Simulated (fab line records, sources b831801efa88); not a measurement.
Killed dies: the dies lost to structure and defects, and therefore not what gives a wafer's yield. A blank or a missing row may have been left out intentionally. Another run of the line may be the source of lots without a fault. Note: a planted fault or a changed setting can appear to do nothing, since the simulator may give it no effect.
Which tool is to blame? || flow sky130 || 45 wafers from 15 lots sampled at 2 of the route's 708 steps

== WHAT EACH GAUGE READ, for each wafer ==
The record lacks any reading of a measuring or inspecting step that a usual standard deviation could be used to judge.

== WHICH TOOL RAN EACH LOT (tool, then ch and the chambers of the sampled wafers, then the start) ==
{"lot": "L734", "SKY_FIELD_ISO_CLEAN_19": "wet_bench-03 ch 3, day 2 05:14", "SKY_PAD_OPEN_PROBE_99": "prober-01, day 45 10:25"}
{"lot": "L735", "SKY_FIELD_ISO_CLEAN_19": "wet_bench-03 ch 0, day 2 10:56", "SKY_PAD_OPEN_PROBE_99": "prober-02, day 45 22:16"}
{"lot": "L737", "SKY_FIELD_ISO_CLEAN_19": "wet_bench-03 ch 1, day 2 21:12", "SKY_PAD_OPEN_PROBE_99": "prober-01, day 46 21:01"}
{"lot": "L738", "SKY_FIELD_ISO_CLEAN_19": "wet_bench-04 ch 1, day 3 01:56", "SKY_PAD_OPEN_PROBE_99": "prober-02, day 46 19:53"}
{"lot": "L739", "SKY_FIELD_ISO_CLEAN_19": "wet_bench-03 ch 3, day 3 05:56", "SKY_PAD_OPEN_PROBE_99": "prober-02, day 46 22:13"}
{"lot": "L740", "SKY_FIELD_ISO_CLEAN_19": "wet_bench-02 ch 3, day 3 11:49", "SKY_PAD_OPEN_PROBE_99": "prober-01, day 47 10:43"}
{"lot": "L741", "SKY_FIELD_ISO_CLEAN_19": "wet_bench-04 ch 1, day 3 16:50", "SKY_PAD_OPEN_PROBE_99": "prober-02, day 47 12:52"}
{"lot": "L742", "SKY_FIELD_ISO_CLEAN_19": "wet_bench-03 ch 0, day 3 21:35", "SKY_PAD_OPEN_PROBE_99": "prober-01, day 47 18:11"}
{"lot": "L744", "SKY_FIELD_ISO_CLEAN_19": "wet_bench-03 ch 1, day 4 08:58", "SKY_PAD_OPEN_PROBE_99": "prober-01, day 48 07:52"}
{"lot": "L745", "SKY_FIELD_ISO_CLEAN_19": "wet_bench-03 ch 3, day 4 15:57", "SKY_PAD_OPEN_PROBE_99": "prober-02, day 48 16:13"}
{"lot": "L747", "SKY_FIELD_ISO_CLEAN_19": "wet_bench-03 ch 1, day 5 00:31", "SKY_PAD_OPEN_PROBE_99": "prober-01, day 48 20:31"}
{"lot": "L748", "SKY_FIELD_ISO_CLEAN_19": "wet_bench-04 ch 1, day 5 05:24", "SKY_PAD_OPEN_PROBE_99": "prober-02, day 49 05:10"}
{"lot": "L749", "SKY_FIELD_ISO_CLEAN_19": "wet_bench-03 ch 0, day 5 11:28", "SKY_PAD_OPEN_PROBE_99": "prober-01, day 49 03:40"}
{"lot": "L750", "SKY_FIELD_ISO_CLEAN_19": "wet_bench-04 ch 3, day 5 16:22", "SKY_PAD_OPEN_PROBE_99": "prober-01, day 49 11:10"}
{"lot": "L757", "SKY_FIELD_ISO_CLEAN_19": "wet_bench-04 ch 0, day 7 06:00", "SKY_PAD_OPEN_PROBE_99": "prober-01, day 51 05:28"}
- SKY_FIELD_ISO_CLEAN_19: cleans in SC1/SC2, time 150 s.
- SKY_PAD_OPEN_PROBE_99

== AS READ BY THE TOOLS THEMSELVES (means over the sampled wafers that have a number; for cases with no such wafer, the mark the record gives instead) ==
SKY_PAD_OPEN_PROBE_99.
{"lot": "L734", "tool": "prober-01", "killed_at_M0_to_M3": 45, "killed_at_M4_up": 4.3, "killed_at_contacts": 20, "killed_at_front_end": 18, "killed_at_other": 0.3, "killed_dies": 88, "killed_open": 52, "killed_short": 36}
{"lot": "L735", "tool": "prober-02", "killed_at_M0_to_M3": 41, "killed_at_M4_up": 2.7, "killed_at_contacts": 24, "killed_at_front_end": 18, "killed_at_other": 0.3, "killed_dies": 86, "killed_open": 47, "killed_short": 39}
{"lot": "L737", "tool": "prober-01", "killed_at_M0_to_M3": 35, "killed_at_M4_up": 5.0, "killed_at_contacts": 27, "killed_at_front_end": 14, "killed_at_other": 0.3, "killed_dies": 81, "killed_open": 43, "killed_short": 38}
{"lot": "L738", "tool": "prober-02", "killed_at_M0_to_M3": 48, "killed_at_M4_up": 2.3, "killed_at_contacts": 21, "killed_at_front_end": 20, "killed_at_other": 0.0, "killed_dies": 91, "killed_open": 46, "killed_short": 44}
{"lot": "L739", "tool": "prober-02", "killed_at_M0_to_M3": 46, "killed_at_M4_up": 1.7, "killed_at_contacts": 28, "killed_at_front_end": 14, "killed_at_other": 0.3, "killed_dies": 90, "killed_open": 49, "killed_short": 41}
{"lot": "L740", "tool": "prober-01", "killed_at_M0_to_M3": 52, "killed_at_M4_up": 2.3, "killed_at_contacts": 19, "killed_at_front_end": 20, "killed_at_other": 1.0, "killed_dies": 95, "killed_open": 50, "killed_short": 45}
{"lot": "L741", "tool": "prober-02", "killed_at_M0_to_M3": 39, "killed_at_M4_up": 5.3, "killed_at_contacts": 25, "killed_at_front_end": 18, "killed_at_other": 0.3, "killed_dies": 87, "killed_open": 46, "killed_short": 41}
{"lot": "L742", "tool": "prober-01", "killed_at_M0_to_M3": 42, "killed_at_M4_up": 2.7, "killed_at_contacts": 20, "killed_at_front_end": 15, "killed_at_other": 0.7, "killed_dies": 81, "killed_open": 46, "killed_short": 35}
{"lot": "L744", "tool": "prober-01", "killed_at_M0_to_M3": 43, "killed_at_M4_up": 5.7, "killed_at_contacts": 24, "killed_at_front_end": 11, "killed_at_other": 0.3, "killed_dies": 84, "killed_open": 44, "killed_short": 40}
{"lot": "L745", "tool": "prober-02", "killed_at_M0_to_M3": 41, "killed_at_M4_up": 2.3, "killed_at_contacts": 19, "killed_at_front_end": 47, "killed_at_other": 0.3, "killed_dies": 111, "killed_open": 38, "killed_short": 36}
{"lot": "L747", "tool": "prober-01", "killed_at_M0_to_M3": 45, "killed_at_M4_up": 3.3, "killed_at_contacts": 25, "killed_at_front_end": 65, "killed_at_other": 1.0, "killed_dies": 139, "killed_open": 51, "killed_short": 35}
{"lot": "L748", "tool": "prober-02", "killed_at_M0_to_M3": 47, "killed_at_M4_up": 5.0, "killed_at_contacts": 23, "killed_at_front_end": 13, "killed_at_other": 0.3, "killed_dies": 88, "killed_open": 48, "killed_short": 40}
{"lot": "L749", "tool": "prober-01", "killed_at_M0_to_M3": 32, "killed_at_M4_up": 4.3, "killed_at_contacts": 19, "killed_at_front_end": 77, "killed_at_other": 0.3, "killed_dies": 133, "killed_open": 39, "killed_short": 34}
{"lot": "L750", "tool": "prober-01", "killed_at_M0_to_M3": 47, "killed_at_M4_up": 4.0, "killed_at_contacts": 18, "killed_at_front_end": 12, "killed_at_other": 0.3, "killed_dies": 81, "killed_open": 43, "killed_short": 38}
{"lot": "L757", "tool": "prober-01", "killed_at_M0_to_M3": 48, "killed_at_M4_up": 4.0, "killed_at_contacts": 26, "killed_at_front_end": 16, "killed_at_other": 0.0, "killed_dies": 93, "killed_open": 53, "killed_short": 40}

== THE ANSWER, worked out from the rows above alone ==
Rule: the usual values come from the lots themselves. Put in order of their means at a reading, lots are off if they are a third of the lots or fewer, leave a main group of 4 or more, and stand apart from it by a gap of 3 or more times the standard deviation of the main group's means; of several such gaps the widest counts. A main group whose means are all the same, to the digits that the tables above print for the reading, isn't used. A lot without any number at a reading at which 4 lots or more have one is off too. All remaining lots with rows at the step are treated as sound. First the gauges in route order, then the tools' own readings, where a lot's mean is used as printed above. At the first step where some lot is off, the reading lying furthest off is the one used; lots without a number count as furthest.
Off: L745, L747, L749 (SKY_PAD_OPEN_PROBE_99, killed_at_front_end). For the main group the mean is 16 and the standard deviation 2.9.
If a tool, at that step or one of the process steps before it, ran each lot that is off and ran no sound lot following the first of them, it fits. One fits: wet_bench-03 at SKY_FIELD_ISO_CLEAN_19. A fault onset in the window from L744 (day 4 08:58, its last sound lot) to L745 (day 4 15:57, its first lot off) fits.

== WHAT THE SIMULATOR PUT IN ==
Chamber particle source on wet_bench-03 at SKY_FIELD_ISO_CLEAN_19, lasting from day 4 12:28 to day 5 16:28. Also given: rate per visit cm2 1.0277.
Struck lots among those shown: L745, L747, L749. The rule above reached the same finding.
